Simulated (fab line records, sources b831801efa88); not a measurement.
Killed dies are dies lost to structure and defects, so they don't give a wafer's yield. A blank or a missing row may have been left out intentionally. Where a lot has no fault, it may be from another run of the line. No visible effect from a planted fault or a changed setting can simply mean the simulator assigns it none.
fab line records    flow sky130
[record] lots = 6  wafers = 18  lastDay = 50
route steps=708 shown VIA4@652 METAL5@661 PAD_OPEN@708
lots with no fault: from the same line, run without faults
startH: hours from the record's first day to the start of the lot's first wafer shown    waitH: hours since the lot's step before    " same as the row above    L1.1+2: a row that stands for several wafers    - either no value or no given start    * or withheld: withheld    < > ~ a bound
route shown NAME@n: a module of which the file shows steps, and the number in the route of the first    usual: average and standard deviation across the fault-free wafers    same: alike in all rows    chamber/n: place in a boat    sites: the reading at each site    _std_site: standard deviation across them    _edge_site: mean of outer sites minus mean of inner sites    radiusMm: for every site, how far away it sits from the centre of the wafer    mask NAME#n: copy n    behind: the tool/chamber that last shaped the wafer    hold: what put the lot on hold/how long, in hours/how the hold closed    device: whichever transistor did not switch (one of n, p or np)    end of line: the same wafers' tests at the end of the route    for a step that has no rows: nothing shown but its recipe    killed: not the wafer's yield, but the dies lost to structure and defects at the first sort    map: shows each die of a wafer: x if killed, . if not, _ if none is there
set.NAME: setting as actually run; set.NAME@STEP: the setting as run at that earlier step    model.NAME: the simulator's own value behind a step, which no gauge read
a table for each step, a row for each wafer; lots at some steps of the route
services: a tool's chamber out of use, with start hour (startH, from the record's first day; less than 0 if before it), hours out, and reason
[[steps]]
[step SKY_VIA4_STRIP_13]
[recipe] chemistry = O2/N2  powerW = 1400  pressureMtorr = 1500  platenTempC = withheld  o2FlowSccm = 3000  n2FlowSccm = 300  overashFraction = 0.5
[usual] drypumpMotorCurrentA = 6.0/0.47  oesProductAu = 0.709/0.0044  stripTimeToEndpointS = 12.81/0.031
lot.wafer  tool            chamber  startH   waitH  drypumpMotorCurrentA  oesProductAu  rfHoursCounterH  stripTimeToEndpointS
L370.1     plasmaAsher-04  1        1024.69  -      6.2                   0.714         57               12.79
L370.3     "               0        "        "      6.3                   0.704         -                12.78
L370.4     "               1        "        "      6.2                   0.704         -                12.83
L375.1     plasmaAsher-02  0        1057.94  -      5.0                   0.718         90               12.78
L375.2     "               1        "        "      6.2                   0.710         90               12.84
L375.6     "               0        "        "      5.0                   0.706         -                12.80
L383.1     plasmaAsher-04  1        1119.31  -      6.2                   0.714         67               12.86
L383.2     "               0        "        "      6.2                   0.711         67               12.83
L383.3     "               1        "        "      6.2                   0.716         -                12.76
L385.1     plasmaAsher-04  0        1119.54  -      6.2                   0.705         67               12.75
L385.2     "               1        "        "      6.2                   0.710         67               12.77
L385.3     "               0        "        "      6.3                   0.715         -                12.76
L384.3     plasmaAsher-04  0        1123.17  -      6.3                   0.715         -                12.79
L384.4     "               1        "        "      6.2                   0.717         -                12.83
L384.5     "               0        "        "      6.3                   0.714         -                12.84
L388.2     plasmaAsher-02  0        1152.25  -      5.0                   0.710         99               12.80
L388.3     "               1        "        "      6.2                   0.703         -                12.77
L388.4     "               0        "        "      5.0                   0.719         -                12.76
[step SKY_VIA4_STRIP_14]
[recipe] chemistry = postEtchResidueRemover  timeS = 1200  tempC = 72.5
[step SKY_VIA4_CLEAN_15]
[recipe] chemistry = IPA  timeS = 180  tempC = 25
[step SKY_VIA4_CLEAN_16]
[recipe] chemistry = O3/DIW  dry = n2Spin
[step SKY_VIA4_SPUTTER_17]
[recipe] material = TiN  targetThkNm = 20  chamberPressurePa = 5  powerW = 4000  timeS = 80
[usual] chamberPressurePa = 5.000/0.01  throttleValvePct = 30.5/1
lot.wafer  tool           chamber  startH   waitH  chamberPressurePa  throttleValvePct
L370.1     pvdSputter-01  -        1025.28  0.0    5.008              30.5
L370.3     "              -        "        "      4.995              30.2
L370.4     "              -        "        "      4.991              31.1
L375.1     pvdSputter-01  -        1058.56  0.0    5.007              30.5
L375.2     "              -        "        "      5.006              32.6
L375.6     "              -        "        "      5.013              30.5
L383.1     pvdSputter-01  -        1119.90  0.0    5.001              30.3
L383.2     "              -        "        "      5.008              31.1
L383.3     "              -        "        "      5.023              32.7
L385.1     pvdSputter-01  -        1120.18  0.0    4.996              30.4
L385.2     "              -        "        "      4.992              32.5
L385.3     "              -        "        "      4.996              31.3
L384.3     pvdSputter-01  -        1123.75  0.0    4.989              31.5
L384.4     "              -        "        "      5.011              30.4
L384.5     "              -        "        "      5.008              32.7
L388.2     pvdSputter-04  -        1152.85  0.0    5.005              29.0
L388.3     "              -        "        "      4.994              30.0
L388.4     "              -        "        "      4.984              30.6
[step SKY_VIA4_CVD_18]
[recipe] material = W  targetThkNm = 505  timeS = 152.14  tempC = 400  pressureTorr = 40
[step SKY_VIA4_RS_MEAS_19]
[recipe] thkMeasGauge = four-point-probe  reads = W_of_VIA4_CVD_18+TiN_of_VIA4_SPUTTER_17
[usual] VIA4_W_RS = 0.223/0.0058
lot.wafer  tool          chamber  startH   waitH  VIA4_W_RS[ohm/sq]
L370.1     filmMetro-01  -        1025.49  0.1    0.229
L370.3     "             -        "        "      0.232
L370.4     "             -        "        "      0.229
L375.1     filmMetro-02  -        1058.77  0.1    0.227
L375.2     "             -        "        "      0.227
L375.6     "             -        "        "      0.231
L383.1     filmMetro-03  -        1120.12  0.1    0.220
L383.2     "             -        "        "      0.217
L383.3     "             -        "        "      0.220
L385.1     filmMetro-03  -        1120.40  0.1    0.215
L385.2     "             -        "        "      0.222
L385.3     "             -        "        "      0.224
L384.3     filmMetro-01  -        1124.00  0.1    0.228
L384.4     "             -        "        "      0.229
L384.5     "             -        "        "      0.228
L388.2     filmMetro-03  -        1153.08  0.1    0.214
L388.3     "             -        "        "      0.224
L388.4     "             -        "        "      0.217
[step SKY_VIA4_THK_MEAS_20]
[recipe] thkMeasGauge = xrf  reads = W_of_VIA4_CVD_18
[usual] VIA4_W_THK = 520/14
lot.wafer  tool          chamber  startH   waitH  VIA4_W_THK[nm]
L370.1     filmMetro-01  -        1025.61  0.1    502
L370.3     "             -        "        "      499
L370.4     "             -        "        "      500
L375.1     filmMetro-02  -        1058.89  0.1    517
L375.2     "             -        "        "      517
L375.6     "             -        "        "      507
L383.1     filmMetro-03  -        1120.24  0.1    519
L383.2     "             -        "        "      527
L383.3     "             -        "        "      522
L385.1     filmMetro-03  -        1120.52  0.1    532
L385.2     "             -        "        "      516
L385.3     "             -        "        "      511
L384.3     filmMetro-01  -        1124.10  0.1    505
L384.4     "             -        "        "      501
L384.5     "             -        "        "      503
L388.2     filmMetro-03  -        1153.19  0.1    537
L388.3     "             -        "        "      515
L388.4     "             -        "        "      530
[step SKY_VIA4_CMP_21]
[recipe] stopOn = SiO2  tOverpolishS = 25  downForcePsi = 3.5  platenRpm = 60  targetThkNm = 0  padVelocityMS = 0.94248
[step SKY_METAL5_SPUTTER_00]
[recipe] material = Ti  targetThkNm = 15  powerW = 3000  timeS = 10  chamberPressurePa = 0.4
[step SKY_METAL5_SPUTTER_01]
[recipe] material = TiN  targetThkNm = 20  powerW = 6500  timeS = 16.7  chamberPressurePa = 0.4
[usual] chamberPressurePa = 0.4000/0.00088  throttleValvePct = 30.6/1.1
lot.wafer  tool           chamber  startH   waitH  chamberPressurePa  throttleValvePct
L370.1     pvdSputter-01  -        1026.00  0.0    0.3999             30.3
L370.3     "              -        "        "      0.4006             31.4
L370.4     "              -        "        "      0.3996             30.5
L375.1     pvdSputter-03  -        1059.27  0.0    0.3993             30.9
L375.2     "              -        "        "      0.4000             29.4
L375.6     "              -        "        "      0.3994             31.1
L383.1     pvdSputter-03  -        1120.62  0.0    0.4015             31.2
L383.2     "              -        "        "      0.4008             28.9
L383.3     "              -        "        "      0.3997             29.5
L385.1     pvdSputter-02  -        1120.92  0.0    0.3998             29.4
L385.2     "              -        "        "      0.4005             31.4
L385.3     "              -        "        "      0.4000             31.9
L384.3     pvdSputter-02  -        1124.46  0.0    0.3999             29.3
L384.4     "              -        "        "      0.4006             31.6
L384.5     "              -        "        "      0.3998             32.4
L388.2     pvdSputter-03  -        1153.56  0.0    0.3989             29.4
L388.3     "              -        "        "      0.3999             30.9
L388.4     "              -        "        "      0.4010             29.3
[step SKY_METAL5_SPUTTER_02]
[recipe] material = AlCu  targetThkNm = 1150  powerW = 10600  timeS = 61.2  chamberPressurePa = 0.4
[usual] chamberPressurePa = 0.4001/0.0008  throttleValvePct = 30.7/1.1
lot.wafer  tool           chamber  startH   waitH  chamberPressurePa  throttleValvePct
L370.1     pvdSputter-01  -        1026.02  0.0    0.3997             30.4
L370.3     "              -        "        "      0.3990             31.1
L370.4     "              -        "        "      0.4004             30.7
L375.1     pvdSputter-03  -        1059.30  0.0    0.4002             30.9
L375.2     "              -        "        "      0.3989             29.2
L375.6     "              -        "        "      0.3995             31.0
L383.1     pvdSputter-03  -        1120.65  0.0    0.3998             31.1
L383.2     "              -        "        "      0.3991             29.0
L383.3     "              -        "        "      0.4001             30.0
L385.1     pvdSputter-02  -        1120.95  0.0    0.4010             29.3
L385.2     "              -        "        "      0.4009             31.2
L385.3     "              -        "        "      0.4007             32.1
L384.3     pvdSputter-02  -        1124.49  0.0    0.3998             29.4
L384.4     "              -        "        "      0.3985             31.5
L384.5     "              -        "        "      0.4001             32.0
L388.2     pvdSputter-03  -        1153.59  0.0    0.4008             29.3
L388.3     "              -        "        "      0.3984             30.7
L388.4     "              -        "        "      0.3996             29.2
[step SKY_METAL5_SPUTTER_03]
[recipe] material = Ti  targetThkNm = 5  powerW = 3000  timeS = 3.3  chamberPressurePa = 0.4
[usual] chamberPressurePa = 0.3999/0.00074  throttleValvePct = 30.7/1.1
lot.wafer  tool           chamber  startH   waitH  chamberPressurePa  throttleValvePct
L370.1     pvdSputter-01  -        1026.07  0.0    0.3995             30.2
L370.3     "              -        "        "      0.4008             31.4
L370.4     "              -        "        "      0.3995             30.8
L375.1     pvdSputter-03  -        1059.35  0.0    0.3993             30.6
L375.2     "              -        "        "      0.3998             29.2
L375.6     "              -        "        "      0.4005             30.9
L383.1     pvdSputter-03  -        1120.70  0.0    0.3506             33.3
L383.2     "              -        "        "      0.3501             31.2
L383.3     "              -        "        "      0.3507             31.7
L385.1     pvdSputter-02  -        1121.00  0.0    0.4002             29.2
L385.2     "              -        "        "      0.4003             31.7
L385.3     "              -        "        "      0.4003             31.9
L384.3     pvdSputter-02  -        1124.54  0.0    0.4009             29.7
L384.4     "              -        "        "      0.3993             31.8
L384.5     "              -        "        "      0.3998             31.9
L388.2     pvdSputter-03  -        1153.64  0.0    0.3492             31.1
L388.3     "              -        "        "      0.3499             33.2
L388.4     "              -        "        "      0.3498             31.3
[step SKY_METAL5_SPUTTER_04]
[recipe] material = TiN  targetThkNm = 70  powerW = 6500  timeS = 58.3  chamberPressurePa = 0.4
[usual] chamberPressurePa = 0.4000/0.00077  throttleValvePct = 30.7/1.1
lot.wafer  tool           chamber  startH   waitH  chamberPressurePa  throttleValvePct
L370.1     pvdSputter-01  -        1026.09  0.0    0.3988             30.4
L370.3     "              -        "        "      0.4009             31.1
L370.4     "              -        "        "      0.3999             30.4
L375.1     pvdSputter-03  -        1059.37  0.0    0.4001             31.1
L375.2     "              -        "        "      0.4013             29.4
L375.6     "              -        "        "      0.4003             31.0
L383.1     pvdSputter-03  -        1120.72  0.0    0.4001             31.1
L383.2     "              -        "        "      0.4000             29.1
L383.3     "              -        "        "      0.4009             29.7
L385.1     pvdSputter-02  -        1121.02  0.0    0.3994             29.8
L385.2     "              -        "        "      0.4008             31.7
L385.3     "              -        "        "      0.4005             31.7
L384.3     pvdSputter-02  -        1124.56  0.0    0.4001             29.3
L384.4     "              -        "        "      0.4011             31.5
L384.5     "              -        "        "      0.4004             31.9
L388.2     pvdSputter-03  -        1153.66  0.0    0.3990             29.3
L388.3     "              -        "        "      0.4006             30.9
L388.4     "              -        "        "      0.3989             29.2
[step SKY_PAD_OPEN_PROBE_99]
[usual] defectLimitedYield = 82.5/2.1  killed_at_M0_to_M3 = 43/6.8  killed_at_M4_up = 3.2/1.7  killedAtContacts = 24/5.6  killedAtFrontEnd = 15/4.7  killedAtOther = 0.3/0.59  killedDies = 86/10  killedOpen = 47/6.8  killedShort = 39/6.4  sort_bin_3_pad_short = 0.9/0.42  sort_bin_5_function = 10.5/1.6  sort_bin_6_memory = 6.2/1.1  sortNPass = 406/10  sortYieldPct = 82.5/2.1
[same] grossDies = 492  killedAtBackSide = 0  sort_bin_4_leakage[%] = 0  sort_bin_8_speed[%] = 0
lot.wafer  tool       chamber  startH   waitH  defectLimitedYield[%]  killed_at_M0_to_M3  killed_at_M4_up  killedAtContacts  killedAtFrontEnd  killedAtOther  killedDies  killedOpen  killedShort  sort_bin_3_pad_short[%]  sort_bin_5_function[%]  sort_bin_6_memory[%]  sortNPass  sortYieldPct[%]
L370.1     prober-02  -        1093.90  0.1    84.1                   42                  2                21                12                1              78          43          35           0.4                      9.3                     6.1                   414        84.1
L370.3     prober-02  -        1094.00  0.2    83.5                   46                  2                24                9                 0              81          44          37           0.8                      8.5                     7.1                   411        83.5
L370.4     prober-02  -        1094.05  0.2    82.3                   47                  5                23                12                0              87          45          42           1.0                      9.8                     6.9                   405        82.3
L375.1     prober-02  -        1124.01  0.1    80.7                   40                  5                27                23                0              95          55          40           0.4                      12.4                    6.5                   397        80.7
L375.2     prober-02  -        1124.06  0.1    81.3                   42                  4                22                24                0              92          53          38           1.0                      11.0                    6.7                   400        81.3
L375.6     prober-02  -        1124.26  0.2    79.3                   52                  1                21                27                1              102         55          46           0.8                      11.6                    8.3                   390        79.3
L383.1     prober-01  -        1178.98  0.1    85.8                   41                  1                16                12                0              70          38          32           0.8                      7.7                     5.7                   422        85.8
L383.2     prober-01  -        1179.03  0.1    86.2                   30                  2                19                17                0              68          32          36           1.0                      7.7                     5.1                   424        86.2
L383.3     prober-01  -        1179.08  0.2    83.5                   38                  3                31                8                 1              81          44          37           1.4                      7.5                     7.5                   411        83.5
L385.1     prober-02  -        1180.56  0.1    83.3                   43                  2                20                16                1              82          36          45           1.0                      9.6                     6.1                   410        83.3
L385.2     prober-02  -        1180.61  0.1    87.4                   29                  2                14                17                0              62          29          33           1.2                      7.5                     3.9                   430        87.4
L385.3     prober-02  -        1180.66  0.2    82.3                   39                  3                31                14                0              87          44          43           1.6                      9.8                     6.3                   405        82.3
L384.3     prober-02  -        1182.16  0.2    79.7                   40                  3                37                19                1              100         61          39           0.8                      12.0                    7.5                   392        79.7
L384.4     prober-02  -        1182.21  0.2    82.5                   32                  3                34                16                1              86          43          43           0.6                      9.8                     7.1                   406        82.5
L384.5     prober-02  -        1182.26  0.2    82.3                   48                  1                20                18                0              87          59          28           0.6                      10.0                    7.1                   405        82.3
L388.2     prober-02  -        1206.16  0.1    83.9                   43                  3                23                10                0              79          38          41           0.6                      9.6                     5.9                   413        83.9
L388.3     prober-02  -        1206.21  0.2    79.1                   48                  2                30                22                1              103         57          46           1.6                      13.2                    6.1                   389        79.1
L388.4     prober-02  -        1206.26  0.2    84.1                   39                  1                28                9                 1              78          53          25           0.8                      10.0                    5.1                   414        84.1
// killed by level:class
L370.1 VIA2:geometricParticle:open=9 LI_CONTACT:geometricParticle:open=8 CONTACT:geometricParticle:open=7 VIA3:geometricParticle:open=7 METAL1:geometricParticle:short=6 VIA1:geometricParticle:open=5 METAL2:geometricParticle:short=5 CONTACT:geometricParticle:short=4
L370.3 CONTACT:geometricParticle:open=12 METAL1:geometricParticle:short=7 VIA2:geometricParticle:open=7 VIA2:geometricParticle:short=6 VIA3:geometricParticle:open=5 VIA1:geometricParticle:open=5 METAL2:geometricParticle:short=5 POLY_GATE:geometricParticle:short=4
L370.4 VIA2:geometricParticle:open=11 LI_CONTACT:geometricParticle:open=8 METAL2:geometricParticle:short=6 METAL1:geometricParticle:short=6 CONTACT:geometricParticle:open=5 VIA1:geometricParticle:open=5 VIA3:geometricParticle:open=5 METAL4:geometricParticle:short=5
L375.1 CONTACT:geometricParticle:open=8 VIA1:geometricParticle:open=8 LI_CONTACT:geometricParticle:open=7 VIA2:geometricParticle:open=7 FIELD_ISO:geometricParticle:short=6 POLY_GATE:geometricParticle:open=6 METAL1:geometricParticle:short=6 METAL1:geometricParticle:open=5
L375.2 VIA1:geometricParticle:open=16 CONTACT:geometricParticle:open=8 FIELD_ISO:geometricParticle:short=6 LI_CONTACT:geometricParticle:short=6 VIA3:geometricParticle:open=6 POLY_GATE:geometricParticle:open=5 POLY_GATE:geometricParticle:short=5 LI_CONTACT:geometricParticle:open=4
L375.6 VIA1:geometricParticle:open=12 CONTACT:geometricParticle:open=10 FIELD_ISO:geometricParticle:open=9 VIA3:geometricParticle:open=9 POLY_GATE:geometricParticle:short=7 METAL1:geometricParticle:short=6 VIA3:geometricParticle:short=6 FIELD_ISO:geometricParticle:short=5
L383.1 VIA3:geometricParticle:open=9 CONTACT:geometricParticle:open=8 VIA1:geometricParticle:short=5 METAL1:geometricParticle:short=5 POLY_GATE:geometricParticle:open=4 VIA1:geometricParticle:open=4 METAL2:geometricParticle:short=4 FIELD_ISO:geometricParticle:open=3
L383.2 CONTACT:geometricParticle:open=7 CONTACT:geometricParticle:short=6 POLY_GATE:geometricParticle:short=6 FIELD_ISO:geometricParticle:short=5 VIA1:geometricParticle:open=5 FIELD_ISO:geometricParticle:open=4 VIA2:geometricParticle:open=4 VIA3:geometricParticle:open=4
L383.3 LI_CONTACT:geometricParticle:open=11 CONTACT:geometricParticle:open=10 METAL1:geometricParticle:short=6 VIA1:geometricParticle:open=6 METAL2:geometricParticle:short=6 VIA2:geometricParticle:short=5 VIA2:geometricParticle:open=5 FIELD_ISO:geometricParticle:open=4
L385.1 METAL2:geometricParticle:short=10 CONTACT:geometricParticle:open=8 VIA1:geometricParticle:open=8 VIA3:geometricParticle:open=8 FIELD_ISO:geometricParticle:short=4 POLY_GATE:geometricParticle:short=4 LI_CONTACT:geometricParticle:short=4 VIA2:geometricParticle:open=4
L385.2 VIA1:geometricParticle:open=7 METAL2:geometricParticle:short=5 FIELD_ISO:geometricParticle:short=4 LI_CONTACT:geometricParticle:open=4 METAL1:geometricParticle:short=4 POLY_GATE:geometricParticle:open=3 POLY_GATE:geometricParticle:short=3 CONTACT:geometricParticle:open=3
L385.3 CONTACT:geometricParticle:open=9 LI_CONTACT:geometricParticle:open=8 POLY_GATE:geometricParticle:short=6 LI_CONTACT:geometricParticle:short=6 VIA3:geometricParticle:open=6 VIA1:geometricParticle:short=5 VIA3:geometricParticle:short=5 LOCAL_INTERCONNECT:geometricParticle:short=4
L384.3 CONTACT:geometricParticle:open=18 VIA1:geometricParticle:open=15 LI_CONTACT:geometricParticle:short=7 LI_CONTACT:geometricParticle:open=7 VIA3:geometricParticle:open=5 FIELD_ISO:geometricParticle:short=4 METAL2:geometricParticle:open=4 VIA2:geometricParticle:open=4
L384.4 CONTACT:geometricParticle:open=15 CONTACT:geometricParticle:short=7 VIA1:geometricParticle:open=6 METAL2:geometricParticle:short=5 LOCAL_INTERCONNECT:geometricParticle:short=5 VIA2:geometricParticle:open=5 VIA3:geometricParticle:open=5 FIELD_ISO:geometricParticle:short=4
L384.5 VIA1:geometricParticle:open=13 VIA2:geometricParticle:open=9 CONTACT:geometricParticle:open=7 VIA3:geometricParticle:open=7 LI_CONTACT:geometricParticle:open=6 CONTACT:geometricParticle:short=5 METAL2:geometricParticle:short=5 FIELD_ISO:geometricParticle:short=4
L388.2 LI_CONTACT:geometricParticle:open=8 CONTACT:geometricParticle:open=8 CONTACT:geometricParticle:short=7 VIA2:geometricParticle:open=7 METAL2:geometricParticle:short=6 VIA3:geometricParticle:short=6 VIA3:geometricParticle:open=6 METAL1:geometricParticle:short=5
L388.3 VIA3:geometricParticle:open=10 VIA2:geometricParticle:open=9 LI_CONTACT:geometricParticle:open=9 VIA1:geometricParticle:open=8 LI_CONTACT:geometricParticle:short=7 POLY_GATE:geometricParticle:open=6 CONTACT:geometricParticle:short=6 CONTACT:geometricParticle:open=5
L388.4 CONTACT:geometricParticle:open=16 VIA1:geometricParticle:open=9 VIA2:geometricParticle:open=7 VIA3:geometricParticle:open=7 LI_CONTACT:geometricParticle:open=6 CONTACT:geometricParticle:short=5 METAL2:geometricParticle:short=4 VIA1:geometricParticle:short=3
[[services]]
tool            chamber  startH   hours  kind
pvdSputter-04   -        1003.23  9.5    repair
plasmaAsher-04  -        1007.02  12.2   pm
pvdSputter-04   -        1027.26  2.3    repair
pvdSputter-04   -        1042.01  5.0    repair
pvdSputter-03   -        1059.42  3.0    repair
pvdSputter-04   -        1094.98  1.6    repair
pvdSputter-02   -        1108.06  4.8    repair
pvdSputter-03   -        1113.77  1.7    repair
plasmaAsher-02  -        1119.09  2.8    pm
[[key]]
[firstSign] step = SKY_METAL5_SPUTTER_03  reading = chamberPressurePa  direction = down  sigmas = 67  usual = 0.3999  struck = 0.3501
effect none on later readings
metAt SKY_METAL5_SPUTTER_03
struckWafers L383.1,L383.2,L383.3,L388.2,L388.3,L388.4
onsetBetween 1059.35 1120.70
[fault] kind = processParameterDrift  tool = pvdSputter-03  chamber = -  onsetH = 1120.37  steps = SKY_METAL5_SPUTTER_03  channel = chamberPressurePa  offset = -0.049712  shape = step  endH = 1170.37  actsIn = theseRecipesOnly  stated = 0.4
